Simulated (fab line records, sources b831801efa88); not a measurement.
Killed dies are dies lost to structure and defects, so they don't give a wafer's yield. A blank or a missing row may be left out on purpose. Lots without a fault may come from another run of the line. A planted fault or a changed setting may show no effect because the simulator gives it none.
A struck lot beside a sound one | flow sky130 | 21 steps out of a route of 708
Sound: wafers L276.2, L276.3, L276.5. Struck: wafers L270.1, L270.3, L270.6. The cause comes at the end.
At each step with rows: each side's tool, then ch and its chambers, then its first start. Under that, the readings that differ: sound wafers | struck wafers | difference of the means | sigmas: that difference in standard deviations of wafers without a fault.
alike: readings whose means differ by less than 2 such deviations, and words and numbers that are the same on both sides. not compared: withheld readings, readings that some wafer has no value for, bounds like >300 that may hide the same value, and numbers for which the record gives no deviation and whose values overlap.
The two part at a step that has a row with sigmas, a row that says differs or no value, or rows on one side only. Numbers that don't overlap but have no deviation are shown without sigmas and don't part them. A reading that every wafer of one side lacks parts them only if that side has two wafers or more.

SKY_POLY_GATE_THK_MEAS_21:
  sound on film_metro-01, day 24 01:47; struck on film_metro-02, day 21 23:56
  alike: POLY_GATE_OXIDATION_THK
SKY_POLY_GATE_CD_MEAS_22:
  sound on cd_sem-01, day 24 01:52; struck on cd_sem-02, day 22 00:01
  alike: cd_nm
then, 7 steps without rows for these wafers: SKY_LDD_N_DEHYDRATE_00 (time 60 s); SKY_LDD_N_HMDS_01 (prime time 60 s); SKY_LDD_N_COAT_02 (resist thk 300 nm); SKY_LDD_N_SOFTBAKE_03 (time 60 s); SKY_LDD_N_EXPOSE_04 (exposes mask NTM, target cd 840 nm); SKY_LDD_N_PEB_05; SKY_LDD_N_DEVELOP_06 (develop time 60 s).
SKY_LDD_N_OVL_MEAS_07:
  sound on overlay-02, day 25 06:39; struck on overlay-01, day 23 06:53
  alike: LDD_N_OVL
then, 2 steps without rows for these wafers: SKY_LDD_N_IMPLANT_08; SKY_LDD_N_IMPLANT_09.
SKY_LDD_N_IMPLANT_10:
  sound on implanter-03 ch 0, day 25 07:01; struck on implanter-04 ch 0, day 23 07:14
  reading            | sound                       | struck                        | difference | sigmas
  dose_ions_cm2      | 7.494e+13 7.5e+13 7.502e+13 | 5.644e+13 5.637e+13 5.643e+13 | -1.857e+13 | -99 or more
  faraday_current_uA | 411 422 431                 | 313 314 316                   | -107       | -13
  alike: rotation_deg
then, 5 steps without rows for these wafers: SKY_LDD_N_IMPLANT_11; SKY_LDD_N_IMPLANT_12; SKY_LDD_N_IMPLANT_13; SKY_LDD_N_IMPLANT_14; SKY_LDD_N_IMPLANT_15.
SKY_LDD_N_STRIP_16: strips in O2/N2.
  sound on plasma_asher-01 ch 0, day 25 07:53; struck on plasma_asher-01 ch 0,1, day 23 08:08
  reading                      | sound             | struck            | difference | sigmas
  strip_time_to_endpoint_s (s) | 4.318 4.314 4.317 | 4.262 4.264 4.232 | -0.064     | -4
  alike: drypump_motor_current_A, oes_product_au
  not compared: rf_hours_counter_h
SKY_LDD_N_TW_MEAS_17:
  sound on film_metro-01, day 25 07:59; struck on film_metro-01, day 23 08:14
  reading  | sound          | struck         | difference | sigmas
  LDD_N_TW | 2611 2601 2602 | 2587 2563 2559 | -35        | -2
-- the record jumps here: 26 days lie between the struck wafers' starts before and after (it left off in module LDD_N and takes up again in module PAD_OPEN, whose first step shown is number 708 of the route) --
SKY_PAD_OPEN_PROBE_99:
  sound on prober-02, day 50 15:40; struck on prober-02, day 49 13:21
  reading                     | sound             | struck            | difference | sigmas
  killed_at_M0_to_M3          | 57 47 50          | 33 38 39          | -15        | -2
  killed_at_front_end         | 10 15 8           | 25 21 21          | +11        | +3
  model.etest.tip_n.rs_ohm_sq | 444.5 443.1 444.5 | 461.8 462.6 463.3 | +18.5      |
  alike: killed_at_M4_up, killed_at_contacts, killed_at_other, killed_dies, killed_open, killed_short

WHERE THEY PART
First at SKY_LDD_N_IMPLANT_10; last, within this record, at SKY_PAD_OPEN_PROBE_99.

WHY: what the simulator had put in
Process parameter drift: implanter-04, from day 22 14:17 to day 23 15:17, at SKY_LDD_N_IMPLANT_10. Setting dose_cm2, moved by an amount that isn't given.
